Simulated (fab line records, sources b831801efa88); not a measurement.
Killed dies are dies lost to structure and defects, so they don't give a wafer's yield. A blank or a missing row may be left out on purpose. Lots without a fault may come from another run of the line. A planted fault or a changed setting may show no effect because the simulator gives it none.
Chamber matching | flow sky130 | SKY_LI_CONTACT_ETCH_14 on rie_diel-03: 4 sister chambers
The step etches BARC in N2/H2, stops on SiO2, time 45.9 s, target depth 60 nm. 4 wafers are shown with their chamber, then 8 later ones without.

WAFERS WITH THEIR CHAMBER
wafer  | chamber | drypump_motor_current_A (A)
L505.5 | 3       | 5.4
L513.3 | 2       | 6.4
L513.4 | 1       | 6.0
L516.3 | 0       | 5.9

WAFERS WITHOUT THEIR CHAMBER
wafer  | drypump_motor_current_A (A)
L516.4 | 6.0
L516.6 | 6.0
L522.1 | 6.4
L522.2 | 6.1
L522.4 | 6.1
L524.1 | 5.9
L524.4 | 6.0
L524.5 | 5.9

WHICH CHAMBER EACH WENT THROUGH
wafer  | from the rows above | in truth
L516.4 | 1                   | 1
L516.6 | 1                   | 1
L522.1 | 2                   | 2
L522.2 | 1                   | 1
L522.4 | 1                   | 1
L524.1 | 0                   | 0
L524.4 | 1                   | 1
L524.5 | 0                   | 0
Placed correctly: 8 of 8. Can't be placed from these rows: 0. Placed wrongly: 0.
How it was worked out, from the rows above alone: a wafer's distance from a chamber is the root of the sum, over the readings, of the square of ((its reading less the chamber's mean) divided by the reading's scatter). The wafer belongs to the nearest chamber; if the next one is less than 2 further off, it can't be placed. A chamber's mean is the mean of its shown wafers. The scatter: with one shown wafer a chamber, the root of the mean of the squares of how far each hidden wafer lies from its nearest shown one.
